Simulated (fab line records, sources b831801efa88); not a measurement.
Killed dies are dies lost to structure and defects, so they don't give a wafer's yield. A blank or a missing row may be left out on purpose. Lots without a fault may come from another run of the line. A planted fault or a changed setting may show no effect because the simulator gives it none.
Chamber matching | flow sfq_line | SFQ_TRILAYER_I0_CMP_CMP_028 on cmp-01: 4 sister chambers
The step polishes SiO2. 8 wafers are shown with their chamber, then 7 later ones without.

WAFERS WITH THEIR CHAMBER
wafer  | chamber | motor_current_A (A) | time_to_endpoint_s (s)
L353.2 | 2       | 11.5                | 215
L353.5 | 2       | 11.5                | 213
L358.6 | 1       | 11.3                | 230
L368.4 | 3       | 11.3                | 222
L368.3 | 1       | 11.3                | 215
L368.5 | 0       | 9.0                 | 215
L370.2 | 3       | 11.2                | 221
L370.4 | 0       | 9.2                 | 219

WAFERS WITHOUT THEIR CHAMBER
wafer  | motor_current_A (A) | time_to_endpoint_s (s)
L370.6 | 11.4                | 221
L371.2 | 12.6                | 212
L371.1 | 10.9                | 208
L371.5 | 11.2                | 221
L372.1 | 10.7                | 219
L372.2 | 11.5                | 230
L372.3 | 11.0                | 226

WHICH CHAMBER EACH WENT THROUGH
wafer  | from the rows above          | in truth
L370.6 | can't be placed: 1 or 2 or 3 | 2
L371.2 | 2                            | 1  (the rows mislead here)
L371.1 | can't be placed: 3 or 1      | 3
L371.5 | can't be placed: 3 or 1      | 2
L372.1 | can't be placed: 3 or 1      | 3
L372.2 | can't be placed: 1 or 2 or 3 | 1
L372.3 | can't be placed: 3 or 1      | 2
Placed correctly: 0 of 7. Can't be placed from these rows: 6 (the true chamber is among the candidates in 4). Placed wrongly: 1.
How it was worked out, from the rows above alone: a wafer's distance from a chamber is the root of the sum, over the readings, of the square of ((its reading less the chamber's mean) divided by the reading's scatter). The wafer belongs to the nearest chamber; if the next one is less than 2 further off, it can't be placed. A chamber's mean is the mean of its shown wafers. The scatter: the root of (the sum of the squares of (reading less its chamber's mean) over the shown wafers, divided by (wafers less chambers)).
